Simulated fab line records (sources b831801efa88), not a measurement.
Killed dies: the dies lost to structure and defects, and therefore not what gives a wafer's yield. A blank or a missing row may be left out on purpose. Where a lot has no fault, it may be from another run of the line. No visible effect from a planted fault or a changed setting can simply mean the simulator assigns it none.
fab line records	flow sky130
[record] lots = 12	wafers = 36	lastDay = 50
route steps=708 shown METAL1@449 VIA1@470 METAL2@487 PAD_OPEN@708
lots that met no fault: from a run of the same line without faults
startH: start of the lot's first displayed wafer, in hours after the record's first day	waitH: hours from the lot's prior step to this one	" identical to the entry in the row above	L1.1+2: several wafers, shown together as one row	- no value present, or no start provided	* or withheld: withheld	< > ~ a bound
route shown NAME@n: names a module that has steps shown in the file, with the first one's number in the route	usual: the fault-free wafers' mean and standard deviation	same: alike in all rows	chamber/n: place in a boat	sites: each site's reading	_std_site: the standard deviation of these	_edge_site: the outer-site mean with the inner-site mean subtracted	radiusMm: how far each site lies from the wafer's centre	mask NAME#n: copy n	behind: the tool/chamber that last shaped the wafer	hold: reason for holding the lot/hours on hold/outcome of the hold	device: names the non-switching transistor (n, p or np)	end of line: tests run on the same wafers once the route is complete	for a step that has no rows: nothing shown but its recipe	killed: count of dies lost to structure and defects at first sort (not the wafer's yield)	map: dies across one wafer; x = killed, . = not, _ = none there
set.NAME: the run value of the setting; set.NAME@STEP: its run value at that earlier step	model.NAME: the simulator's own value behind a step, which no gauge read
one table for each step of the route and one row for each wafer, over a sample of lots
services: a tool's chamber out of use, with start hour (startH, from the record's first day; less than 0 if before it), hours out, and reason
[[steps]]
[step SKY_METAL1_CD_MEAS_15]
[recipe] targetCdNm = 140
[usual] cdNm = 139.8/1.4
lot.wafer	tool	chamber	startH	waitH	cdNm
L283.4	cdSem-01	-	774.53	-	139.9
L283.5	"	-	"	"	139.7
L283.6	"	-	"	"	140.1
L284.3	cdSem-01	-	777.25	-	140.2
L284.4	"	-	"	"	140.3
L284.6	"	-	"	"	139.9
L285.1	cdSem-01	-	781.12	-	138.4
L285.3	"	-	"	"	138.7
L285.6	"	-	"	"	139.0
L286.1	cdSem-02	-	804.47	-	140.0
L286.2	"	-	"	"	139.9
L286.5	"	-	"	"	139.4
L287.2	cdSem-02	-	809.44	-	139.4
L287.3	"	-	"	"	140.7
L287.6	"	-	"	"	139.6
L288.1	cdSem-01	-	813.81	-	139.5
L288.3	"	-	"	"	139.2
L288.4	"	-	"	"	140.5
L289.1	cdSem-02	-	825.37	-	139.0
L289.2	"	-	"	"	138.0
L289.3	"	-	"	"	140.8
L290.3	cdSem-02	-	835.06	-	138.1
L290.4	"	-	"	"	137.5
L290.5	"	-	"	"	138.7
L291.1	cdSem-02	-	835.97	-	140.0
L291.4	"	-	"	"	141.2
L291.6	"	-	"	"	141.1
L299.4	cdSem-02	-	894.13	-	142.3
L299.5	"	-	"	"	141.6
L299.6	"	-	"	"	141.6
L301.1	cdSem-02	-	906.82	-	143.2
L301.5	"	-	"	"	141.5
L301.6	"	-	"	"	142.3
L304.2	cdSem-02	-	923.99	-	140.2
L304.4	"	-	"	"	139.8
L304.6	"	-	"	"	139.0
[step SKY_VIA1_CD_MEAS_12]
[recipe] targetCdNm = 150
[usual] cdNm = 150.3/1.3
lot.wafer	tool	chamber	startH	waitH	cdNm
L283.4	cdSem-02	-	803.28	-	149.7
L283.5	"	-	"	"	148.6
L283.6	"	-	"	"	149.9
L284.3	cdSem-02	-	805.73	-	149.1
L284.4	"	-	"	"	149.9
L284.6	"	-	"	"	151.1
L285.1	cdSem-02	-	808.77	-	150.7
L285.3	"	-	"	"	150.8
L285.6	"	-	"	"	150.8
L286.1	cdSem-02	-	832.58	-	149.0
L286.2	"	-	"	"	148.0
L286.5	"	-	"	"	149.2
L287.2	cdSem-02	-	837.38	-	148.2
L287.3	"	-	"	"	150.0
L287.6	"	-	"	"	148.0
L288.1	cdSem-02	-	841.31	-	147.1
L288.3	"	-	"	"	150.1
L288.4	"	-	"	"	150.4
L289.1	cdSem-01	-	852.32	-	150.5
L289.2	"	-	"	"	148.5
L289.3	"	-	"	"	150.6
L290.3	cdSem-02	-	862.67	-	150.5
L290.4	"	-	"	"	150.1
L290.5	"	-	"	"	150.4
L291.1	cdSem-01	-	863.51	-	151.7
L291.4	"	-	"	"	148.4
L291.6	"	-	"	"	150.9
L299.4	cdSem-02	-	920.74	-	148.5
L299.5	"	-	"	"	147.7
L299.6	"	-	"	"	147.7
L301.1	cdSem-02	-	933.96	-	151.5
L301.5	"	-	"	"	152.2
L301.6	"	-	"	"	152.6
L304.2	cdSem-02	-	951.08	-	149.4
L304.4	"	-	"	"	149.9
L304.6	"	-	"	"	149.3
[step SKY_METAL2_SPUTTER_04]
[recipe] material = TiN	targetThkNm = 70	powerW = 6500	timeS = 58.3	chamberPressurePa = 0.4
[usual] throttleValvePct = 30.0/1
lot.wafer	tool	chamber	startH	waitH	throttleValvePct
L283.4	pvdSputter-01	-	804.82	0.0	29.8
L283.5	"	-	"	"	31.2
L283.6	"	-	"	"	28.9
L284.3	pvdSputter-01	-	807.25	0.0	28.9
L284.4	"	-	"	"	31.2
L284.6	"	-	"	"	29.6
L285.1	pvdSputter-03	-	810.33	0.0	30.1
L285.3	"	-	"	"	31.1
L285.6	"	-	"	"	30.1
L286.1	pvdSputter-03	-	834.14	0.0	29.5
L286.2	"	-	"	"	29.3
L286.5	"	-	"	"	29.3
L287.2	pvdSputter-01	-	838.92	0.0	28.9
L287.3	"	-	"	"	29.2
L287.6	"	-	"	"	31.0
L288.1	pvdSputter-01	-	842.87	0.0	30.7
L288.3	"	-	"	"	29.4
L288.4	"	-	"	"	29.0
L289.1	pvdSputter-01	-	853.88	0.0	29.6
L289.2	"	-	"	"	28.9
L289.3	"	-	"	"	31.2
L290.3	pvdSputter-01	-	864.19	0.0	29.2
L290.4	"	-	"	"	29.6
L290.5	"	-	"	"	28.9
L291.1	pvdSputter-01	-	865.07	0.0	31.3
L291.4	"	-	"	"	29.3
L291.6	"	-	"	"	29.4
L299.4	pvdSputter-01	-	922.25	0.0	28.6
L299.5	"	-	"	"	28.6
L299.6	"	-	"	"	29.3
L301.1	pvdSputter-04	-	935.68	0.0	32.0
L301.5	"	-	"	"	31.9
L301.6	"	-	"	"	30.8
L304.2	pvdSputter-04	-	952.91	0.0	31.9
L304.4	"	-	"	"	31.3
L304.6	"	-	"	"	31.5
[step SKY_METAL2_THK_MEAS_06]
[recipe] thkMeasGauge = xrf	reads = AlCu_of_METAL2_SPUTTER_02
[usual] METAL2_ALCU_THK = 247.9/3
lot.wafer	tool	chamber	startH	waitH	METAL2_ALCU_THK[nm]
L283.4	filmMetro-01	-	805.02	0.1	249.3
L283.5	"	-	"	"	249.0
L283.6	"	-	"	"	251.9
L284.3	filmMetro-03	-	807.44	0.1	254.8
L284.4	"	-	"	"	245.2
L284.6	"	-	"	"	249.5
L285.1	filmMetro-04	-	810.50	0.1	248.1
L285.3	"	-	"	"	246.8
L285.6	"	-	"	"	247.1
L286.1	filmMetro-03	-	834.31	0.1	239.5
L286.2	"	-	"	"	245.0
L286.5	"	-	"	"	245.4
L287.2	filmMetro-01	-	839.10	0.1	250.2
L287.3	"	-	"	"	249.1
L287.6	"	-	"	"	246.8
L288.1	filmMetro-03	-	843.04	0.1	242.3
L288.3	"	-	"	"	250.9
L288.4	"	-	"	"	249.8
L289.1	filmMetro-01	-	854.05	0.1	246.5
L289.2	"	-	"	"	250.5
L289.3	"	-	"	"	247.6
L290.3	filmMetro-03	-	864.38	0.1	248.0
L290.4	"	-	"	"	250.7
L290.5	"	-	"	"	251.5
L291.1	filmMetro-03	-	865.24	0.1	243.8
L291.4	"	-	"	"	244.1
L291.6	"	-	"	"	246.8
L299.4	filmMetro-01	-	922.45	0.1	237.1
L299.5	"	-	"	"	250.0
L299.6	"	-	"	"	241.3
L301.1	filmMetro-01	-	935.84	0.1	250.2
L301.5	"	-	"	"	247.4
L301.6	"	-	"	"	246.3
L304.2	filmMetro-03	-	953.08	0.1	247.4
L304.4	"	-	"	"	246.4
L304.6	"	-	"	"	246.1
[step SKY_METAL2_ETCH_18]
[recipe] chemistry = N2/H2	target = BARC	ionEnergyEv = 200	biasW = 100	pressureMtorr = 30	n2FlowSccm = 100	h2FlowSccm = 200	icpW = 500	stopOn = SiO2	timeS = 45.9	targetDepthA = 600
[usual] drypumpMotorCurrentA = 5.47/0.27	oesProductAu = 0.854/0.005	throttleValvePct = 13.224/0.0088
lot.wafer	tool	chamber	startH	waitH	drypumpMotorCurrentA	oesProductAu	rfHoursCounterH	throttleValvePct
L283.4	rieMetal-04	1	831.43	0.0	4.98	0.856	-	13.222
L283.5	"	0	"	"	5.61	0.855	-	13.214
L283.6	"	1	"	"	4.99	0.854	-	13.221
L284.3	rieMetal-04	0	834.08	0.0	5.64	0.852	-	13.225
L284.4	"	1	"	"	4.96	0.859	-	13.242
L284.6	"	0	"	"	5.62	0.847	-	13.214
L285.1	rieMetal-03	1	836.85	0.1	5.52	0.861	13	13.229
L285.3	"	1	"	"	5.56	0.861	-	13.220
L285.6	"	1	"	"	5.54	0.852	-	13.226
L286.1	rieMetal-01	1	860.36	0.0	5.68	0.847	6	13.244
L286.2	"	0	"	"	5.29	0.859	13	13.211
L286.5	"	1	"	"	5.67	0.856	-	13.229
L287.2	rieMetal-04	0	864.96	0.0	5.64	0.861	9	13.222
L287.3	"	1	"	"	4.97	0.855	-	13.222
L287.6	"	0	"	"	5.66	0.846	-	13.220
L288.1	rieMetal-01	0	869.31	0.0	5.30	0.851	13	13.237
L288.3	"	0	"	"	5.32	0.865	-	13.234
L288.4	"	1	"	"	5.69	0.850	-	13.212
L289.1	rieMetal-01	1	880.16	0.0	5.68	0.848	7	13.224
L289.2	"	0	"	"	5.29	0.851	14	13.219
L289.3	"	1	"	"	5.71	0.847	-	13.231
L290.3	rieMetal-04	1	890.48	0.0	4.97	0.858	-	13.225
L290.4	"	0	"	"	5.65	0.855	-	13.207
L290.5	"	0	"	"	5.59	0.848	-	13.231
L291.1	rieMetal-01	0	891.72	0.0	5.32	0.855	14	13.233
L291.4	"	0	"	"	5.29	0.856	-	13.221
L291.6	"	0	"	"	5.32	0.846	-	13.200
L299.4	rieMetal-03	1	947.18	0.0	5.53	0.858	-	13.225
L299.5	"	1	"	"	5.51	0.855	-	13.247
L299.6	"	0	"	"	5.81	0.855	-	13.236
L301.1	rieMetal-01	1	961.27	0.0	5.69	0.853	11	13.207
L301.5	"	1	"	"	5.68	0.856	-	13.235
L301.6	"	0	"	"	5.31	0.847	-	13.223
L304.2	rieMetal-03	0	978.27	0.0	5.81	0.851	7	13.219
L304.4	"	0	"	"	5.78	0.857	-	13.217
L304.6	"	0	"	"	5.80	0.848	-	13.210
[step SKY_PAD_OPEN_PROBE_99]
[usual] defectLimitedYield = 82.9/1.7	killed_at_M0_to_M3 = 42/6.1	killed_at_M4_up = 3.4/2	killedAtContacts = 23/4.8	killedAtFrontEnd = 15/3.8	killedAtOther = 0.3/0.48	killedDies = 84/8.5	killedOnRim = 16/3.9	killedOpen = 46/6.8	killedShort = 38/6.2	sort_bin_3_pad_short = 0.8/0.42	sort_bin_5_function = 10.1/1.4	sort_bin_6_memory = 6.2/0.99	sortNPass = 408/8.5	sortYieldPct = 82.9/1.7
[same] grossDies = 492	killedAtBackSide = 0	sort_bin_4_leakage[%] = 0	sort_bin_8_speed[%] = 0
lot.wafer	tool	chamber	startH	waitH	defectLimitedYield[%]	killed_at_M0_to_M3	killed_at_M4_up	killedAtContacts	killedAtFrontEnd	killedAtOther	killedDies	killedOnRim	killedOpen	killedShort	sort_bin_3_pad_short[%]	sort_bin_5_function[%]	sort_bin_6_memory[%]	sortNPass	sortYieldPct[%]
L283.4	prober-02	-	1083.79	0.2	83.7	38	3	25	14	0	80	15	55	25	0.2	9.1	6.9	412	83.7
L283.5	prober-02	-	1083.84	0.2	79.9	55	3	21	20	0	99	19	51	48	2.0	10.2	7.9	393	79.9
L283.6	prober-02	-	1083.89	0.2	83.5	34	5	26	16	0	81	19	45	36	0.8	10.6	5.1	411	83.5
L284.3	prober-01	-	1088.24	0.2	80.7	34	5	36	20	0	95	22	51	44	1.4	13.0	4.9	397	80.7
L284.4	prober-01	-	1088.29	0.2	84.8	44	2	20	9	0	75	16	42	33	0.8	9.3	5.1	417	84.8
L284.6	prober-01	-	1088.39	0.2	82.5	47	2	20	17	0	86	17	48	38	0.8	11.6	5.1	406	82.5
L285.1	prober-02	-	1089.89	0.1	82.9	33	1	29	21	0	84	15	54	30	0.2	10.2	6.7	408	82.9
L285.3	prober-02	-	1089.99	0.2	80.1	51	5	23	17	2	98	17	54	44	1.2	11.8	6.9	394	80.1
L285.6	prober-02	-	1090.14	0.2	84.1	37	6	18	17	0	78	20	39	39	0.4	9.1	6.3	414	84.1
L286.1	prober-01	-	1110.54	0.1	80.1	47	6	22	22	1	98	28	59	39	0.8	12.4	6.7	394	80.1
L286.2	prober-01	-	1110.59	0.1	80.9	45	3	27	18	1	94	15	56	38	0.6	10.0	8.5	398	80.9
L286.5	prober-01	-	1110.74	0.2	82.7	49	3	19	14	0	85	19	40	45	1.2	11.0	5.1	407	82.7
L287.2	prober-02	-	1112.09	0.1	82.3	43	3	27	14	0	87	13	52	35	1.2	10.8	5.7	405	82.3
L287.3	prober-02	-	1112.14	0.2	83.3	39	4	26	13	0	82	20	50	32	0.4	10.6	5.7	410	83.3
L287.6	prober-02	-	1112.29	0.2	81.9	48	3	25	13	0	89	18	48	41	1.0	11.0	6.1	403	81.9
L288.1	prober-01	-	1116.94	0.1	82.9	38	5	31	10	0	84	18	41	43	1.0	10.2	5.9	408	82.9
L288.3	prober-01	-	1117.04	0.2	83.9	37	1	26	15	0	79	17	41	38	0.6	10.4	5.1	413	83.9
L288.4	prober-01	-	1117.09	0.2	87.0	29	5	24	6	0	64	16	37	27	0.4	7.1	5.5	428	87.0
L289.1	prober-02	-	1125.09	0.1	85.0	42	4	15	13	0	74	13	43	31	0.6	10.2	4.3	418	85.0
L289.2	prober-02	-	1125.14	0.1	80.1	48	5	28	17	0	98	12	47	51	1.2	10.0	8.7	394	80.1
L289.3	prober-02	-	1125.19	0.2	85.6	32	3	24	12	0	71	10	46	25	0.6	8.5	5.3	421	85.6
L290.3	prober-01	-	1132.09	0.2	82.3	36	3	35	13	0	87	15	40	45	1.8	9.1	6.7	405	82.3
L290.4	prober-01	-	1132.14	0.2	84.3	40	4	20	12	1	77	17	40	35	1.0	8.7	5.9	415	84.3
L290.5	prober-01	-	1132.19	0.2	78.5	49	2	36	19	0	106	19	56	49	1.2	12.8	7.5	386	78.5
L291.1	prober-02	-	1133.61	0.1	82.1	52	0	23	12	1	88	13	48	40	0.4	11.0	6.5	404	82.1
L291.4	prober-02	-	1133.76	0.2	84.6	44	6	18	8	0	76	18	45	31	1.0	9.6	4.9	416	84.6
L291.6	prober-02	-	1133.86	0.2	87.2	34	2	17	10	0	63	11	29	34	1.4	6.3	5.1	429	87.2
L299.4	prober-02	-	1172.97	0.2	82.9	47	4	20	13	0	84	15	44	40	0.6	9.8	6.7	408	82.9
L299.5	prober-02	-	1173.02	0.2	85.8	39	1	17	13	0	70	10	40	30	0.8	7.9	5.5	422	85.8
L299.6	prober-02	-	1173.07	0.2	82.3	40	4	24	19	0	87	12	47	40	1.0	10.0	6.7	405	82.3
L301.1	prober-01	-	1183.64	0.1	83.1	46	3	19	15	0	83	13	46	36	1.0	8.5	7.3	409	83.1
L301.5	prober-01	-	1183.84	0.2	83.3	32	2	34	14	0	82	16	43	39	0.4	10.4	5.9	410	83.3
L301.6	prober-01	-	1183.89	0.2	82.5	46	1	23	15	1	86	19	48	37	0.4	11.8	5.3	406	82.5
L304.2	prober-02	-	1194.38	0.1	80.9	46	2	26	20	0	94	17	42	51	1.6	11.4	6.1	398	80.9
L304.4	prober-02	-	1194.48	0.2	83.3	37	3	31	11	0	82	15	43	39	0.6	10.6	5.5	410	83.3
L304.6	prober-02	-	1194.58	0.2	84.8	38	2	21	14	0	75	12	38	37	0.4	8.3	6.5	417	84.8
// killed by level:class
L283.4 CONTACT:geometricParticle:open=13 VIA1:geometricParticle:open=13 LI_CONTACT:geometricParticle:open=8 VIA3:geometricParticle:open=6 POLY_GATE:geometricParticle:open=5 VIA1:geometricParticle:short=4 METAL2:geometricParticle:short=4 POLY_GATE:geometricParticle:short=3
L283.5 VIA1:geometricParticle:open=12 CONTACT:geometricParticle:open=8 POLY_GATE:geometricParticle:short=6 METAL1:geometricParticle:short=6 METAL2:geometricParticle:short=6 VIA3:geometricParticle:open=6 POLY_GATE:geometricParticle:open=5 LI_CONTACT:geometricParticle:open=5
L283.6 CONTACT:geometricParticle:open=11 VIA1:geometricParticle:open=10 LI_CONTACT:geometricParticle:open=7 FIELD_ISO:geometricParticle:short=6 VIA2:geometricParticle:open=6 VIA1:geometricParticle:short=5 METAL4:geometricParticle:short=5 CONTACT:geometricParticle:short=4
L284.3 CONTACT:geometricParticle:open=13 FIELD_ISO:geometricParticle:short=9 VIA1:geometricParticle:open=7 VIA2:geometricParticle:open=7 CONTACT:geometricParticle:short=6 LI_CONTACT:geometricParticle:short=6 FIELD_ISO:geometricParticle:open=5 LI_CONTACT:geometricParticle:open=5
L284.4 CONTACT:geometricParticle:open=10 VIA1:geometricParticle:open=10 VIA2:geometricParticle:open=6 VIA3:geometricParticle:open=6 METAL1:geometricParticle:short=5 VIA1:geometricParticle:short=5 METAL3:geometricParticle:short=5 POLY_GATE:geometricParticle:open=4
L284.6 CONTACT:geometricParticle:open=10 VIA3:geometricParticle:open=10 METAL2:geometricParticle:short=7 POLY_GATE:geometricParticle:short=6 LI_CONTACT:geometricParticle:open=6 METAL1:geometricParticle:short=6 VIA1:geometricParticle:open=6 VIA2:geometricParticle:open=5
L285.1 CONTACT:geometricParticle:open=17 VIA1:geometricParticle:open=8 FIELD_ISO:geometricParticle:open=7 FIELD_ISO:geometricParticle:short=5 POLY_GATE:geometricParticle:short=5 VIA3:geometricParticle:open=5 LI_CONTACT:geometricParticle:open=4 VIA1:geometricParticle:short=4
L285.3 CONTACT:geometricParticle:open=12 METAL2:geometricParticle:short=10 VIA1:geometricParticle:open=9 VIA2:geometricParticle:open=6 VIA2:geometricParticle:short=6 FIELD_ISO:geometricParticle:short=5 FIELD_ISO:geometricParticle:open=5 LI_CONTACT:geometricParticle:open=5
L285.6 LI_CONTACT:geometricParticle:open=8 CONTACT:geometricParticle:open=8 METAL3:geometricParticle:short=6 VIA1:geometricParticle:open=6 POLY_GATE:geometricParticle:short=5 METAL1:geometricParticle:short=5 FIELD_ISO:geometricParticle:short=4 FIELD_ISO:geometricParticle:open=4
L286.1 CONTACT:geometricParticle:open=12 VIA1:geometricParticle:open=10 FIELD_ISO:geometricParticle:open=7 VIA3:geometricParticle:open=7 VIA1:geometricParticle:short=7 FIELD_ISO:geometricParticle:short=6 METAL1:geometricParticle:short=5 VIA2:geometricParticle:open=5
L286.2 CONTACT:geometricParticle:open=12 VIA1:geometricParticle:open=10 METAL2:geometricParticle:short=8 LI_CONTACT:geometricParticle:open=7 VIA2:geometricParticle:open=7 FIELD_ISO:geometricParticle:short=5 VIA3:geometricParticle:open=5 FIELD_ISO:geometricParticle:open=4
L286.5 CONTACT:geometricParticle:open=11 VIA2:geometricParticle:open=8 FIELD_ISO:geometricParticle:short=7 METAL2:geometricParticle:short=7 METAL1:geometricParticle:short=6 VIA1:geometricParticle:short=5 VIA3:geometricParticle:open=5 FIELD_ISO:geometricParticle:open=4
L287.2 VIA1:geometricParticle:open=13 CONTACT:geometricParticle:open=11 LI_CONTACT:geometricParticle:open=7 VIA3:geometricParticle:open=7 POLY_GATE:geometricParticle:short=6 METAL1:geometricParticle:short=5 FIELD_ISO:geometricParticle:short=4 CONTACT:geometricParticle:short=4
L287.3 CONTACT:geometricParticle:open=11 VIA1:geometricParticle:open=11 LI_CONTACT:geometricParticle:open=6 VIA2:geometricParticle:open=6 LOCAL_INTERCONNECT:geometricParticle:short=5 FIELD_ISO:geometricParticle:open=3 FIELD_ISO:geometricParticle:short=3 POLY_GATE:geometricParticle:open=3
L287.6 CONTACT:geometricParticle:open=9 METAL1:geometricParticle:short=7 VIA2:geometricParticle:open=7 FIELD_ISO:geometricParticle:open=6 VIA3:geometricParticle:open=6 VIA1:geometricParticle:open=5 LI_CONTACT:geometricParticle:short=5 CONTACT:geometricParticle:short=5
L288.1 LI_CONTACT:geometricParticle:open=12 VIA2:geometricParticle:open=6 LOCAL_INTERCONNECT:geometricParticle:short=6 CONTACT:geometricParticle:short=5 VIA1:geometricParticle:open=5 METAL2:geometricParticle:short=5 LI_CONTACT:geometricParticle:short=4 CONTACT:geometricParticle:open=4
L288.3 CONTACT:geometricParticle:open=9 VIA1:geometricParticle:open=9 CONTACT:geometricParticle:short=5 VIA1:geometricParticle:short=5 VIA3:geometricParticle:open=5 FIELD_ISO:geometricParticle:short=4 LOCAL_INTERCONNECT:geometricParticle:short=4 VIA2:geometricParticle:open=4
L288.4 VIA1:geometricParticle:open=12 LI_CONTACT:geometricParticle:open=7 CONTACT:geometricParticle:open=7 CONTACT:geometricParticle:short=4 METAL1:geometricParticle:short=4 VIA1:geometricParticle:short=4 METAL4:geometricParticle:short=4 FIELD_ISO:geometricParticle:open=3
L289.1 VIA1:geometricParticle:open=10 CONTACT:geometricParticle:open=8 METAL1:geometricParticle:short=8 VIA2:geometricParticle:open=8 FIELD_ISO:geometricParticle:open=6 VIA2:geometricParticle:short=4 POLY_GATE:geometricParticle:open=3 LI_CONTACT:geometricParticle:open=3
L289.2 CONTACT:geometricParticle:open=9 METAL1:geometricParticle:short=9 VIA1:geometricParticle:open=9 METAL2:geometricParticle:short=7 CONTACT:geometricParticle:short=6 FIELD_ISO:geometricParticle:short=5 VIA3:geometricParticle:open=5 LI_CONTACT:geometricParticle:open=5
L289.3 VIA1:geometricParticle:open=9 LI_CONTACT:geometricParticle:open=8 VIA2:geometricParticle:open=6 VIA3:geometricParticle:open=6 CONTACT:geometricParticle:open=5 CONTACT:geometricParticle:short=5 POLY_GATE:geometricParticle:open=4 METAL1:geometricParticle:short=4
L290.3 CONTACT:geometricParticle:open=17 LOCAL_INTERCONNECT:geometricParticle:short=8 METAL2:geometricParticle:short=7 VIA1:geometricParticle:short=6 VIA1:geometricParticle:open=6 FIELD_ISO:geometricParticle:short=5 VIA2:geometricParticle:open=4 LI_CONTACT:geometricParticle:open=3
L290.4 VIA3:geometricParticle:open=8 CONTACT:geometricParticle:open=7 METAL2:geometricParticle:short=7 VIA1:geometricParticle:open=6 POLY_GATE:geometricParticle:open=6 VIA2:geometricParticle:open=5 LI_CONTACT:geometricParticle:open=4 LOCAL_INTERCONNECT:geometricParticle:short=4
L290.5 CONTACT:geometricParticle:open=14 VIA1:geometricParticle:open=10 METAL2:geometricParticle:short=9 CONTACT:geometricParticle:short=8 LI_CONTACT:geometricParticle:open=7 VIA1:geometricParticle:short=7 FIELD_ISO:geometricParticle:short=6 METAL1:geometricParticle:short=6
L291.1 VIA1:geometricParticle:open=15 VIA2:geometricParticle:open=9 METAL1:geometricParticle:short=7 CONTACT:geometricParticle:short=6 METAL2:geometricParticle:short=6 VIA3:geometricParticle:open=6 FIELD_ISO:geometricParticle:short=5 CONTACT:geometricParticle:open=5
L291.4 VIA1:geometricParticle:open=12 CONTACT:geometricParticle:open=8 VIA3:geometricParticle:open=7 POLY_GATE:geometricParticle:open=5 METAL1:geometricParticle:short=5 VIA2:geometricParticle:short=4 VIA2:geometricParticle:open=4 METAL4:geometricParticle:short=4
L291.6 VIA1:geometricParticle:open=13 CONTACT:geometricParticle:open=5 METAL2:geometricParticle:short=5 LOCAL_INTERCONNECT:geometricParticle:short=4 POLY_GATE:geometricParticle:short=3 LI_CONTACT:geometricParticle:open=3 CONTACT:geometricParticle:short=3 VIA2:geometricParticle:short=3
L299.4 VIA1:geometricParticle:open=14 CONTACT:geometricParticle:open=7 VIA3:geometricParticle:open=7 VIA3:geometricParticle:short=6 FIELD_ISO:geometricParticle:short=5 METAL1:geometricParticle:short=5 LI_CONTACT:geometricParticle:short=4 CONTACT:geometricParticle:short=4
L299.5 VIA1:geometricParticle:open=12 CONTACT:geometricParticle:open=6 LOCAL_INTERCONNECT:geometricParticle:short=5 METAL2:geometricParticle:short=5 VIA2:geometricParticle:open=5 VIA3:geometricParticle:open=5 VIA1:geometricParticle:short=4 VIA2:geometricParticle:short=4
L299.6 CONTACT:geometricParticle:open=12 VIA1:geometricParticle:open=8 CONTACT:geometricParticle:short=7 SPACER:geometricParticle:open=5 METAL1:geometricParticle:short=5 VIA2:geometricParticle:open=5 VIA3:geometricParticle:open=5 POLY_GATE:geometricParticle:short=4
L301.1 METAL2:geometricParticle:short=9 VIA1:geometricParticle:open=8 VIA3:geometricParticle:open=8 CONTACT:geometricParticle:open=6 VIA2:geometricParticle:open=6 LI_CONTACT:geometricParticle:open=5 METAL3:geometricParticle:short=4 FIELD_ISO:geometricParticle:open=3
L301.5 CONTACT:geometricParticle:open=12 VIA3:geometricParticle:open=9 LI_CONTACT:geometricParticle:open=7 LOCAL_INTERCONNECT:geometricParticle:short=7 LI_CONTACT:geometricParticle:short=5 METAL1:geometricParticle:short=5 FIELD_ISO:geometricParticle:open=4 POLY_GATE:geometricParticle:short=4
L301.6 CONTACT:geometricParticle:open=14 VIA1:geometricParticle:open=12 VIA3:geometricParticle:open=8 LOCAL_INTERCONNECT:geometricParticle:short=5 VIA2:geometricParticle:short=5 FIELD_ISO:geometricParticle:open=4 METAL1:geometricParticle:short=4 VIA2:geometricParticle:open=4
L304.2 CONTACT:geometricParticle:short=9 METAL2:geometricParticle:short=9 METAL1:geometricParticle:short=8 CONTACT:geometricParticle:open=7 VIA1:geometricParticle:open=7 POLY_GATE:geometricParticle:short=5 LI_CONTACT:geometricParticle:open=5 VIA2:geometricParticle:open=5
L304.4 METAL1:geometricParticle:short=12 LI_CONTACT:geometricParticle:open=10 CONTACT:geometricParticle:short=7 CONTACT:geometricParticle:open=7 VIA2:geometricParticle:open=6 VIA3:geometricParticle:open=6 FIELD_ISO:geometricParticle:open=4 LOCAL_INTERCONNECT:geometricParticle:short=4
L304.6 CONTACT:geometricParticle:open=7 VIA1:geometricParticle:open=6 METAL1:geometricParticle:short=5 LOCAL_INTERCONNECT:geometricParticle:short=5 VIA2:geometricParticle:open=5 FIELD_ISO:geometricParticle:short=4 FIELD_ISO:geometricParticle:open=4 VIA3:geometricParticle:short=4
[[services]]
tool	chamber	startH	hours	kind
pvdSputter-04	-	785.26	3.4	repair
rieMetal-01	-	794.96	4.0	pm
pvdSputter-04	-	815.04	4.4	repair
rieMetal-03	1	826.69	6.6	repair
rieMetal-03	0	833.27	-	clean
rieMetal-03	0	833.27	15.1	scheduledDown
rieMetal-03	0	833.27	15.1	ventCycle
rieMetal-01	-	864.21	2.8	pm
rieMetal-04	-	877.64	1.4	repair
rieMetal-01	0	906.59	1.2	repair
pvdSputter-04	-	907.88	1.4	repair
pvdSputter-04	-	914.06	1.5	repair
rieMetal-04	1	931.39	2.5	repair
rieMetal-04	-	958.54	14.6	pm
[[key]]
[firstSign] step = SKY_METAL2_THK_MEAS_06	reading = METAL2_ALCU_THK	direction = down	sigmas = 2.9	usual = 247.9	struck = 239.2
effect none on later readings
metAt SKY_METAL2_SPUTTER_04
struckLots L299
struckWafers L299.4,L299.6
notActingAt SKY_METAL1_CD_MEAS_15,SKY_VIA1_CD_MEAS_12,SKY_METAL2_ETCH_18
onsetBetween 865.07 922.25
[fault] kind = processParameterDrift	tool = pvdSputter-01	chamber = -	onsetH = 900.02	steps = SKY_METAL2_SPUTTER_04	channel = timeS	offset = *	shape = step	endH = 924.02	scope = struckWafersOnly	actsIn = *	stated = *
